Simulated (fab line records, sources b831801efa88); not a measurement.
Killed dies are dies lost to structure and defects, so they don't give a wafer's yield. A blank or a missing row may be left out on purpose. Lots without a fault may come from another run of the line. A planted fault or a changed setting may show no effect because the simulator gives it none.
fab line records | flow sfq_line
record lots=5 wafers=23
route steps=325 shown I1@84 M2@93 I2@103 M3@130 I3@133 M4@152 I4@167
start_h: hours from the record's first day to the start of the lot's first wafer shown | wait_h: hours since the lot's step before | " the same as in the row above | L1.1+2: a row that stands for several wafers | - no value, or no start given | * or withheld: withheld | < > ~ a bound
route shown NAME@n: a module of which the file shows steps, and the number in the route of the first | usual: mean/standard deviation of fault-free wafers | same: alike in all rows | chamber/n: place in a boat | sites: the reading at each site | _std_site: their standard deviation | _edge_site: outer sites' mean less inner sites' | radius_mm: how far each site lies from the wafer's centre | mask NAME#n: copy n | behind: the tool/chamber that last shaped the wafer | hold: why the lot was held/for how many hours/how that ended | device: the transistor (n, p or np) that didn't switch | end of line: the same wafers' tests at the end of the route | a step without rows: its recipe alone | killed: dies lost to structure and defects at the first sort, not the wafer's yield | map: a wafer's dies, x killed, . not, _ none there
set.NAME: the setting as run; set.NAME@STEP: as run at that earlier step | model.NAME: the simulator's own value behind a step, which no gauge read
lots whose settings were changed on purpose; a table a step, a row a wafer
## steps
# step SFQ_TRILAYER_I1_VIA_BARC_OPEN_VIA_ETCH_071
# recipe mask_material=PR chemistry=O2 target_depth_nm=125 target=BARC source_w=500 bias_w=80 pressure_mtorr=30 time_s=41.7
# columns lot.wafer tool chamber start_h wait_h set.time_s model.KrF_of_TRILAYER_I1_VIA_LITHO_COAT_049.thk_nm
L074.4 rie_diel-02 1 348.19 0.0 41.7 569.8
L074.5 " 3 " " 41.7 568.5
L074.6 " 2 " " 41.7 570
L076.1 rie_diel-01 1 369.79 0.0 41.7 572.4
L076.2 " 3 " " 41.7 573
L076.3 " 2 " " 41.7 572.8
L076.4 " 0 " " 41.7 576.6
L076.6 " 2 " " 41.7 572.6
L080.1 rie_diel-03 2 416.24 0.0 41.7 569.1
L080.2 " 1 " " 41.7 568.1
L080.4 " 1 " " 46.44 564.9
L080.5 " 3 " " 41.7 571.6
L080.6 " 2 " " 46.44 563.4
L084.2 rie_diel-03 3 449.64 0.0 47.38 566.3
L084.3 " 0 " " 41.7 572.7
L084.4 " 1 " " 41.7 572.9
L084.5 " 1 " " 47.38 564.3
L084.6 " 2 " " 41.7 574.2
L085.1 rie_diel-02 2 462.84 0.0 43.28 570.1
L085.2 " 1 " " 41.7 575.2
L085.3 " 3 " " 41.7 572
L085.5 " 0 " " 43.28 571.5
L085.6 " 1 " " 41.7 572.9
# step SFQ_TRILAYER_I1_VIA_ETCH_VIA_ETCH_052
# recipe target=SiO2 stop_on=Nb mask_material=PR taper_deg=20 chemistry=CHF3 target_depth_nm=260 source_w=500 bias_w=81.47 pressure_mtorr=30 time_s=withheld
# usual oes_product_au=0.854/0.0048
# columns lot.wafer tool chamber start_h wait_h set.leave_above_ref_nm@TRILAYER_I1_CMP_CMP_046 oes_product_au model.I1.feature_depth_nm
L074.4 rie_diel-02 1 348.23 0.0 200 0.857 199.4
L074.5 " 3 " " 200 0.858 199.6
L074.6 " 2 " " 200 0.853 200.1
L076.1 rie_diel-01 1 369.83 0.0 189.5 0.826 189.2
L076.2 " 3 " " 189.5 0.828 189.8
L076.3 " 2 " " 189.5 0.833 187.7
L076.4 " 0 " " 200 0.847 198.8
L076.6 " 2 " " 200 0.856 200.5
L080.1 rie_diel-03 2 416.28 0.0 213.9 0.886 212.7
L080.2 " 1 " " 200 0.846 199.4
L080.4 " 1 " " 200 0.854 200.7
L080.5 " 3 " " 200 0.851 198.4
L080.6 " 2 " " 213.9 0.891 213.4
L084.2 rie_diel-03 3 449.68 0.0 187.6 0.832 189.2
L084.3 " 0 " " 200 0.856 199.9
L084.4 " 1 " " 200 0.859 202
L084.5 " 1 " " 187.6 0.824 187.6
L084.6 " 2 " " 187.6 0.835 189.3
L085.1 rie_diel-02 2 462.88 0.0 188.2 0.826 188.4
L085.2 " 1 " " 200 0.859 199
L085.3 " 3 " " 188.2 0.826 187.7
L085.5 " 0 " " 188.2 0.831 188.8
L085.6 " 1 " " 200 0.846 199.5
# step SFQ_TRILAYER_M2_LITHO_COAT_057
# recipe resist=KrF spin_rpm=3000 resist_thk_nm=600
# columns lot.wafer tool chamber start_h wait_h set.spin_rpm model.KrF_of_TRILAYER_M2_LITHO_COAT_057.thk_nm
L074.4 litho_track-02 0 349.87 0.2 3000 598.8
L074.5 " 0 " " 3000 601.2
L074.6 " 0 " " 3000 600
L076.1 litho_track-04 0 371.32 0.2 3000 600
L076.2 " 0 " " 3089 592.5
L076.3 " 0 " " 3089 591.3
L076.4 " 0 " " 3089 593.9
L076.6 " 0 " " 3000 600.9
L080.1 litho_track-03 0 417.77 0.2 3000 599.7
L080.2 " 0 " " 3000 599.1
L080.4 " 0 " " 3000 598.8
L080.5 " 0 " " 3000 597.2
L080.6 " 0 " " 3000 598.2
L084.2+5 litho_track-03 0 451.22 0.2 3000 597.4
L084.3 " 0 " " 3000 597.6
L084.4 " 0 " " 3000 598.3
L084.6 " 0 " " 3000 598.1
L085.1 litho_track-04 0 464.37 0.2 3000 601.4
L085.2+6 " 0 " " 3000 600.4
L085.3 " 0 " " 2916 608.9
L085.5 " 0 " " 2916 607.2
# step SFQ_TRILAYER_I2_DEP_PECVD_063
# recipe material=SiO2 temp_c=150 time_s=111.11 pressure_torr=2.4 rf_w=183.3 precursor=SiH4/N2O target_thk_nm=500
# columns lot.wafer tool chamber start_h wait_h set.time_s model.SiO2_of_TRILAYER_I2_DEP_PECVD_063.thk_nm
L074.4 pecvd-03 2 462.63 0.0 111.11 500.2
L074.5 " 0 " " 111.11 502.5
L074.6 " 1 " " 111.11 500.8
L076.1 pecvd-01 2 485.39 0.0 111.11 502.4
L076.2 " 0 " " 103.3 473.9
L076.3 " 1 " " 111.11 504.8
L076.4 " 2 " " 103.3 477.3
L076.6 " 0 " " 111.11 515.5
L080.1 pecvd-01 0 537.09 0.0 111.11 508.3
L080.2 " 1 " " 111.11 501.5
L080.4 " 2 " " 111.11 517.8
L080.5 " 0 " " 111.11 515.1
L080.6 " 1 " " 111.11 514.6
L084.2 pecvd-03 1 585.36 0.0 111.11 487.9
L084.3 " 0 " " 111.11 489.2
L084.4 " 0 " " 111.11 495.6
L084.5 " 2 " " 111.11 501.7
L084.6 " 1 " " 111.11 499.2
L085.1 pecvd-01 0 598.90 0.0 111.11 502.5
L085.2 " 2 " " 118.5 537.1
L085.3 " 1 " " 111.11 495.6
L085.5 " 2 " " 118.5 548.5
L085.6 " 0 " " 118.5 540.6
# step SFQ_TRILAYER_I2_VIA_LITHO_COAT_067
# recipe resist=KrF spin_rpm=3000 resist_thk_nm=650
# columns lot.wafer tool chamber start_h wait_h set.spin_rpm model.KrF_of_TRILAYER_I2_VIA_LITHO_COAT_067.thk_nm
L074.4 litho_track-02 0 475.94 0.2 3000 645.3
L074.5 " 0 " " 3000 648.6
L074.6 " 0 " " 3000 647.5
L076.1 litho_track-03 0 496.79 0.2 3000 650.4
L076.2 " 0 " " 3000 647.7
L076.3 " 0 " " 3111 638.6
L076.4 " 0 " " 3111 638
L076.6 " 0 " " 3111 636.2
L080.1 litho_track-01 0 546.71 0.2 2862 667.1
L080.2 " 0 " " 3000 651.7
L080.4 " 0 " " 2862 668.4
L080.5 " 0 " " 3000 648.8
L080.6 " 0 " " 3000 653.9
L084.2 litho_track-02 0 595.84 0.2 3000 650.6
L084.3 " 0 " " 3000 651.2
L084.4 " 0 " " 2803 674.3
L084.5 " 0 " " 3000 652.4
L084.6 " 0 " " 2803 676.5
L085.1 litho_track-03 0 610.57 0.2 3000 648.8
L085.2 " 0 " " 3000 650.4
L085.3 " 0 " " 3000 648
L085.5 " 0 " " 3000 649.2
L085.6 " 0 " " 3000 649.4
# step SFQ_TRILAYER_I2_VIA_BARC_OPEN_VIA_ETCH_096
# recipe mask_material=PR chemistry=O2 target_depth_nm=125 target=BARC source_w=500 bias_w=80 pressure_mtorr=30 time_s=41.7
# columns lot.wafer tool chamber start_h wait_h set.source_w set.spin_rpm@TRILAYER_I2_VIA_LITHO_COAT_067 model.KrF_of_TRILAYER_I2_VIA_LITHO_COAT_067.thk_nm
L074.4 rie_diel-02 2 512.04 0.0 500 3000 569.9
L074.5 " 2 " " 500 3000 573.2
L074.6 " 1 " " 500 3000 570.8
L076.1 rie_diel-02 2 531.24 0.0 500 3000 575.2
L076.2 " 3 " " 500 3000 570.6
L076.3 " 1 " " 500 3111 562.1
L076.4 " 0 " " 551.4 3111 557.1
L076.6 " 2 " " 551.4 3111 556.2
L080.1 rie_diel-03 1 574.44 0.0 455.4 2862 594
L080.2 " 3 " " 455.4 3000 579.7
L080.4 " 3 " " 455.4 2862 596.4
L080.5 " 3 " " 500 3000 572.6
L080.6 " 1 " " 500 3000 576.5
L084.2 rie_diel-02 0 609.89 0.0 500 3000 574.3
L084.3 " 1 " " 480.5 3000 576.2
L084.4 " 2 " " 500 2803 598.3
L084.5 " 2 " " 480.5 3000 578.4
L084.6 " 1 " " 480.5 2803 602
L085.1 rie_diel-04 1 620.69 0.0 500 3000 571.8
L085.2 " 0 " " 534.2 3000 570.7
L085.3 " 3 " " 534.2 3000 568.8
L085.5 " 0 " " 534.2 3000 569.1
L085.6 " 3 " " 500 3000 572.6
# step SFQ_TRILAYER_M3_ETCH_METAL_ETCH_078
# recipe target=Nb stop_on=SiO2 mask_material=PR chemistry=Cl2/Ar target_depth_nm=240 icp_w=600 bias_w=80 pressure_mtorr=10 time_s=120
# columns lot.wafer tool chamber start_h wait_h set.icp_w model.KrF_of_TRILAYER_M3_LITHO_COAT_075.thk_nm
L074.4 rie_metal-04 1 545.74 0.1 600 378.9
L074.5 " 1 " " 600 380.3
L074.6 " 0 " " 600 379.2
L076.1 rie_metal-04 1 561.30 0.0 600 380.4
L076.2 " 0 " " 665.1 369.8
L076.3 " 0 " " 665.1 369.1
L076.4 " 1 " " 665.1 368.6
L076.6 " 0 " " 600 383.9
L080.1 rie_metal-01 0 595.75 0.0 600 387.4
L080.2 " 1 " " 600 386.6
L080.4 " 0 " " 600 384.8
L080.5 " 1 " " 600 385.7
L080.6 " 0 " " 600 385.8
L084.2+3 rie_metal-03 0 633.15 0.0 552.8 -
L084.4 " 1 " " 600 -
L084.5 " 1 " " 600 386.1
L084.6 " 0 " " 600 381
L085.1 rie_metal-03 0 642.75 0.0 640.4 370.8
L085.2 " 1 " " 600 384
L085.3 " 1 " " 640.4 373.7
L085.5 " 1 " " 600 384.6
L085.6 " 0 " " 640.4 369.8
# step SFQ_TRILAYER_I3_DEP_PECVD_081
# recipe material=SiO2 temp_c=150 time_s=111.11 pressure_torr=2.4 rf_w=183.3 precursor=SiH4/N2O target_thk_nm=500
# columns lot.wafer tool chamber start_h wait_h set.time_s model.SiO2_of_TRILAYER_I3_DEP_PECVD_081.thk_nm
L074.4 pecvd-03 2 546.81 0.0 111.11 500.6
L074.5 " 1 " " 111.11 493.6
L074.6 " 0 " " 111.11 502.1
L076.1 pecvd-01 1 562.20 0.0 124.7 558.1
L076.2 " 2 " " 111.11 489.8
L076.3 " 0 " " 111.11 485
L076.4 " 2 " " 124.7 559
L076.6 " 0 " " 111.11 501.6
L080.1 pecvd-03 0 596.65 0.0 111.11 499.7
L080.2 " 2 " " 111.11 496.6
L080.4 " 1 " " 123.5 568.7
L080.5 " 0 " " 123.5 564.4
L080.6 " 2 " " 111.11 510.2
L084.2 pecvd-01 1 634.05 0.0 100.6 451.7
L084.3 " 0 " " 100.6 436
L084.4 " 0 " " 111.11 497
L084.5 " 2 " " 111.11 494.1
L084.6 " 1 " " 100.6 456
L085.1 pecvd-01 2 643.65 0.0 111.11 497.3
L085.2 " 0 " " 116.5 522.2
L085.3 " 1 " " 116.5 520.8
L085.5 " 1 " " 111.11 512.5
L085.6 " 2 " " 116.5 528.9
# step SFQ_TRILAYER_I3_CMP_CMP_082
# recipe material=SiO2 down_force_psi=3 platen_rpm=60 pad_velocity_m_s=0.94248
# usual time_to_endpoint_s=214/8.3
# columns lot.wafer tool chamber start_h wait_h set.time_s@TRILAYER_I3_DEP_PECVD_081 time_to_endpoint_s
L074.4 cmp-02 1 553.67 6.8 111.11 201
L074.5 " 2 " " 111.11 208
L074.6 " 3 " " 111.11 213
L076.3 cmp-02 2 567.17 4.9 111.11 211
L076.2 " 3 " " 111.11 212
L076.4 " 0 " " 124.7 260
L076.1 " 1 " " 124.7 254
L076.6 " 2 " " 111.11 225
L080.4 cmp-01 3 603.45 6.7 123.5 260
L080.2 " 0 " " 111.11 215
L080.1 " 1 " " 111.11 208
L080.6 " 2 " " 111.11 221
L080.5 " 3 " " 123.5 257
L084.3 cmp-01 0 639.95 5.9 100.6 166
L084.2 " 1 " " 100.6 173
L084.4 " 3 641.45 7.3 111.11 207
L084.5 " 0 " " 111.11 214
L084.6 " 1 " " 100.6 177
L085.2 cmp-01 2 653.86 10.2 116.5 227
L085.3 " 3 " " 116.5 231
L085.1 " 0 " " 111.11 209
L085.5 " 2 655.86 12.1 111.11 222
L085.6 " 3 " " 116.5 234
# step SFQ_TRILAYER_I3_VIA_LITHO_PEB_088
# recipe peb_temp_c=115 peb_time_s=60 resist=KrF
# columns lot.wafer tool chamber start_h wait_h set.peb_time_s
L074.4+5+6 litho_track-04 0 709.80 0.5 60
L076.1+2+3+4+6 litho_track-02 0 731.36 1.0 60
L080.1+6 litho_track-02 0 763.76 1.0 55.39
L080.2+4+5 " 0 " " 60
L084.2+6 litho_track-02 0 796.14 0.8 55.07
L084.3+4+5 " 0 " " 60
L085.1+3+5 litho_track-02 0 804.51 1.0 51.08
L085.2+6 " 0 " " 60
# step SFQ_TRILAYER_I3_VIA_BARC_OPEN_VIA_ETCH_121
# recipe mask_material=PR chemistry=O2 target_depth_nm=125 target=BARC source_w=500 bias_w=80 pressure_mtorr=30 time_s=41.7
# columns lot.wafer tool chamber start_h wait_h set.source_w set.peb_time_s@TRILAYER_I3_VIA_LITHO_PEB_088 model.I3.cd_nm
L074.4 rie_diel-03 1 710.06 0.0 500 60 498.7
L074.5 " 0 " " 500 60 497.7
L074.6 " 3 " " 500 60 500.5
L076.1 rie_diel-01 1 731.69 0.0 457.7 60 499.7
L076.2 " 2 " " 500 60 500.3
L076.3 " 0 " " 457.7 60 501.4
L076.4 " 3 " " 500 60 499.1
L076.6 " 1 " " 457.7 60 500.5
L080.1 rie_diel-03 1 764.09 0.0 500 55.39 489
L080.2 " 3 " " 518.6 60 500.4
L080.4 " 0 " " 518.6 60 498.3
L080.5 " 0 " " 500 60 499
L080.6 " 3 " " 518.6 55.39 489.2
L084.2 rie_diel-03 3 796.46 0.0 500 55.07 489.3
L084.3 " 2 " " 462.1 60 499.9
L084.4 " 0 " " 500 60 498.6
L084.5 " 3 " " 462.1 60 502.9
L084.6 " 0 " " 500 55.07 487.9
L085.1 rie_diel-01 1 804.85 0.0 445.5 51.08 477.4
L085.2 " 3 " " 445.5 60 501.1
L085.3 " 0 " " 500 51.08 475.7
L085.5 " 3 " " 500 51.08 477.6
L085.6 " 2 " " 500 60 500
# step SFQ_TRILAYER_I3_VIA_ETCH_VIA_ETCH_088
# recipe target=SiO2 stop_on=Nb mask_material=PR taper_deg=20 chemistry=CHF3 target_depth_nm=260 source_w=492.5 bias_w=80 pressure_mtorr=30 time_s=withheld
# columns lot.wafer tool chamber start_h wait_h set.peb_time_s@TRILAYER_I3_VIA_LITHO_PEB_088 model.I3.cd_nm
L074.4 rie_diel-03 1 710.10 0.0 * 499.4
L074.5 " 0 " " * 498.5
L074.6 " 3 " " * 499.7
L076.1 rie_diel-01 1 731.73 0.0 * 500.4
L076.2 " 2 " " * 501.7
L076.3 " 0 " " * 500.3
L076.4+6 " 3,1 " " * 500.6
L080.1 rie_diel-03 1 764.13 0.0 * 491.6
L080.2 " 3 " " * 498
L080.4 " 0 " " * 499.7
L080.5 " 0 " " * 500.5
L080.6 " 3 " " * 487.1
L084.2 rie_diel-03 3 796.50 0.0 * 488.9
L084.3 " 2 " " * 497.8
L084.4 " 0 " " * 499.6
L084.5 " 3 " " * 501.7
L084.6 " 0 " " * 488.1
L085.1 rie_diel-01 1 804.89 0.0 * 477
L085.2 " 3 " " * 502.1
L085.3 " 0 " " * 472.4
L085.5 " 3 " " * 477.8
L085.6 " 2 " " * 499.9
# step SFQ_TRILAYER_M4_LITHO_COAT_098
# recipe resist=BARC spin_rpm=3000 resist_thk_nm=62
# columns lot.wafer tool chamber start_h wait_h set.resist_thk_nm model.BARC_of_TRILAYER_M4_LITHO_COAT_098.thk_nm
L074.4 litho_track-04 0 711.46 0.2 62 61.77
L074.5 " 0 " " 62 61.9
L074.6 " 0 " " 62 61.83
L076.1 litho_track-03 0 732.94 0.1 59.15 58.81
L076.2 " 0 " " 59.15 58.68
L076.3 " 0 " " 62 61.72
L076.4 " 0 " " 62 61.84
L076.6 " 0 " " 62 61.64
L080.1 litho_track-02 0 765.32 0.1 62 62.08
L080.2 " 0 " " 59.76 59.68
L080.4 " 0 " " 59.76 59.63
L080.5 " 0 " " 62 61.76
L080.6 " 0 " " 62 61.95
L084.2 litho_track-04 0 797.91 0.1 65.48 65.5
L084.3 " 0 " " 62 62
L084.4 " 0 " " 62 62.27
L084.5 " 0 " " 65.48 65.59
L084.6 " 0 " " 65.48 65.74
L085.1+5 litho_track-04 0 806.25 0.1 62 62.27
L085.2 " 0 " " 62 62.04
L085.3 " 0 " " 62 62.06
L085.6 " 0 " " 62 62.25
# step SFQ_TRILAYER_M4_LITHO_COAT_093
# recipe resist=KrF spin_rpm=3000 resist_thk_nm=600
# step SFQ_TRILAYER_M4_LITHO_SOFTBAKE_097
# recipe temp_c=withheld time_s=withheld resist=KrF
# step SFQ_TRILAYER_M4_LITHO_DEVELOP_095
# recipe time_s=60 resist=KrF
# step SFQ_TRILAYER_M4_BARC_OPEN_METAL_ETCH_123
# recipe mask_material=PR chemistry=O2 target_depth_nm=125 target=BARC icp_w=600 bias_w=80 pressure_mtorr=10 time_s=41.7
# usual oes_product_au=0.684/0.0048
# columns lot.wafer tool chamber start_h wait_h set.resist_thk_nm@TRILAYER_M4_LITHO_COAT_098 oes_product_au
L074.4 rie_metal-03 1 852.58 0.0 62 0.681
L074.5 " 0 " " 62 0.680
L074.6 " 1 " " 62 0.688
L076.1 rie_metal-04 1 868.16 0.0 59.15 0.668
L076.2 " 0 " " 59.15 0.668
L076.3 " 0 " " 62 0.684
L076.4 " 1 " " 62 0.691
L076.6 " 1 " " 62 0.683
L080.1 rie_metal-04 0 895.76 0.0 62 0.690
L080.2 " 1 " " 59.76 0.670
L080.4 " 0 " " 59.76 0.671
L080.5 " 1 " " 62 0.683
L080.6 " 0 " " 62 0.690
L084.2 rie_metal-03 1 924.70 0.0 65.48 0.697
L084.3 " 1 " " 62 0.684
L084.4 " 1 " " 62 0.686
L084.5 " 1 " " 65.48 0.699
L084.6 " 1 " " 65.48 0.697
L085.1 rie_metal-04 0 932.83 0.0 62 0.685
L085.2 " 1 " " 62 0.680
L085.3 " 0 " " 62 0.685
L085.5 " 1 " " 62 0.683
L085.6 " 0 " " 62 0.687
# step SFQ_TRILAYER_M4_ETCH_METAL_ETCH_096
# recipe target=Nb stop_on=SiO2 mask_material=PR chemistry=Cl2/Ar target_depth_nm=240 icp_w=600 bias_w=80 pressure_mtorr=10 time_s=120
# columns lot.wafer tool chamber start_h wait_h set.time_s model.KrF_of_TRILAYER_M4_LITHO_COAT_093.thk_nm
L074.4 rie_metal-03 1 852.66 0.1 120 382.9
L074.5 " 0 " " 120 380.1
L074.6 " 1 " " 120 384.7
L076.1 rie_metal-04 1 868.22 0.0 111.7 385.6
L076.2 " 0 " " 111.7 388.8
L076.3 " 0 " " 120 378.3
L076.4 " 1 " " 120 377.4
L076.6 " 1 " " 111.7 384.6
L080.1 rie_metal-04 0 895.82 0.0 131.6 364.5
L080.2+6 " 1,0 " " 120 376.4
L080.4 " 0 " " 131.6 362.6
L080.5 " 1 " " 120 375.1
L084.2 rie_metal-03 1 924.84 0.1 136.8 360.7
L084.3 " 1 " " 136.8 364
L084.4 " 1 " " 120 381.6
L084.5 " 1 " " 136.8 359.8
L084.6 " 1 " " 120 382.2
L085.1 rie_metal-04 0 932.89 0.0 120 376.9
L085.2 " 1 " " 106.3 392.3
L085.3 " 0 " " 120 378.6
L085.5 " 1 " " 106.3 391.7
L085.6 " 0 " " 106.3 393.9
# step SFQ_TRILAYER_I4_VIA_LITHO_COAT_108
# recipe resist=BARC spin_rpm=3000 resist_thk_nm=62
# columns lot.wafer tool chamber start_h wait_h set.spin_rpm model.BARC_of_TRILAYER_I4_VIA_LITHO_COAT_108.thk_nm
L074.4 litho_track-01 0 897.56 0.6 3000 61.84
L074.5 " 0 " " 3000 61.79
L074.6 " 0 " " 3000 62.07
L076.1 litho_track-02 0 910.14 1.0 3000 61.96
L076.2 " 0 " " 2940 62.42
L076.3 " 0 " " 3000 61.74
L076.4 " 0 " " 2940 62.19
L076.6 " 0 " " 2940 62.51
L080.1 litho_track-03 0 938.37 1.0 3000 61.9
L080.2 " 0 " " 3000 62.14
L080.4 " 0 " " 3104 60.76
L080.5 " 0 " " 3000 61.81
L080.6 " 0 " " 3104 60.87
L084.2 litho_track-01 0 968.68 0.8 3000 62.01
L084.3 " 0 " " 3000 61.97
L084.4 " 0 " " 3000 61.75
L084.5 " 0 " " 2878 63.08
L084.6 " 0 " " 2878 63.26
L085.1 litho_track-01 0 974.63 1.0 3000 61.84
L085.2 " 0 " " 3000 61.74
L085.3 " 0 " " 3000 61.97
L085.5 " 0 " " 3000 61.67
L085.6 " 0 " " 3000 61.89
## key
split step=SFQ_TRILAYER_I1_VIA_BARC_OPEN_VIA_ETCH_071 setting=time_s stated=41.7 by=wafer
response step=SFQ_TRILAYER_I1_VIA_BARC_OPEN_VIA_ETCH_071 reading=model.KrF_of_TRILAYER_I1_VIA_LITHO_COAT_049.thk_nm change=-0.549 per=1% r=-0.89
split step=SFQ_TRILAYER_M2_LITHO_COAT_057 setting=spin_rpm stated=3000 by=wafer
response step=SFQ_TRILAYER_M2_LITHO_COAT_057 reading=model.KrF_of_TRILAYER_M2_LITHO_COAT_057.thk_nm change=-2.63 per=1% r=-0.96
split step=SFQ_TRILAYER_I2_DEP_PECVD_063 setting=time_s stated=111.11 by=wafer
response step=SFQ_TRILAYER_I2_DEP_PECVD_063 reading=model.SiO2_of_TRILAYER_I2_DEP_PECVD_063.thk_nm change=+5.45 per=1% r=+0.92
split step=SFQ_TRILAYER_I2_VIA_LITHO_COAT_067 setting=spin_rpm stated=3000 by=wafer
response step=SFQ_TRILAYER_I2_VIA_LITHO_COAT_067 reading=model.KrF_of_TRILAYER_I2_VIA_LITHO_COAT_067.thk_nm change=-3.52 per=1% r=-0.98
response step=SFQ_TRILAYER_I2_VIA_BARC_OPEN_VIA_ETCH_096 reading=model.KrF_of_TRILAYER_I2_VIA_LITHO_COAT_067.thk_nm change=-3.81 per=1% r=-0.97
split step=SFQ_TRILAYER_I2_VIA_BARC_OPEN_VIA_ETCH_096 setting=source_w stated=500 by=wafer
response none clear
split step=SFQ_TRILAYER_M3_ETCH_METAL_ETCH_078 setting=icp_w stated=600 by=wafer
response step=SFQ_TRILAYER_M3_ETCH_METAL_ETCH_078 reading=model.KrF_of_TRILAYER_M3_LITHO_COAT_075.thk_nm change=-1.4 per=1% r=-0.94
split step=SFQ_TRILAYER_I3_DEP_PECVD_081 setting=time_s stated=111.11 by=wafer
response step=SFQ_TRILAYER_I3_DEP_PECVD_081 reading=model.SiO2_of_TRILAYER_I3_DEP_PECVD_081.thk_nm change=+5.36 per=1% r=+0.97
response step=SFQ_TRILAYER_I3_CMP_CMP_082 reading=time_to_endpoint_s change=* per=1% r=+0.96
split step=SFQ_TRILAYER_I3_VIA_LITHO_PEB_088 setting=peb_time_s stated=60 by=wafer
response step=SFQ_TRILAYER_I3_VIA_BARC_OPEN_VIA_ETCH_121 reading=model.I3.cd_nm change=+1.51 per=1% r=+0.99
response step=SFQ_TRILAYER_I3_VIA_ETCH_VIA_ETCH_088 reading=model.I3.cd_nm change=+1.57 per=1% r=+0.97
split step=SFQ_TRILAYER_I3_VIA_BARC_OPEN_VIA_ETCH_121 setting=source_w stated=500 by=wafer
response none clear
split step=SFQ_TRILAYER_M4_LITHO_COAT_098 setting=resist_thk_nm stated=62 by=wafer
response step=SFQ_TRILAYER_M4_LITHO_COAT_098 reading=model.BARC_of_TRILAYER_M4_LITHO_COAT_098.thk_nm change=+0.631 per=1% r=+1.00
response step=SFQ_TRILAYER_M4_BARC_OPEN_METAL_ETCH_123 reading=oes_product_au change=+0.00319 per=1% r=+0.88
split step=SFQ_TRILAYER_M4_ETCH_METAL_ETCH_096 setting=time_s stated=120 by=wafer
response step=SFQ_TRILAYER_M4_ETCH_METAL_ETCH_096 reading=model.KrF_of_TRILAYER_M4_LITHO_COAT_093.thk_nm change=-1.36 per=1% r=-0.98
split step=SFQ_TRILAYER_I4_VIA_LITHO_COAT_108 setting=spin_rpm stated=3000 by=wafer
response step=SFQ_TRILAYER_I4_VIA_LITHO_COAT_108 reading=model.BARC_of_TRILAYER_I4_VIA_LITHO_COAT_108.thk_nm change=-0.31 per=1% r=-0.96
split outside_this_file step=SFQ_TRILAYER_I1_CMP_CMP_046 setting=leave_above_ref_nm
# split outside_this_file: this setting was split too, and the file shows its column; the key of that split is in another file
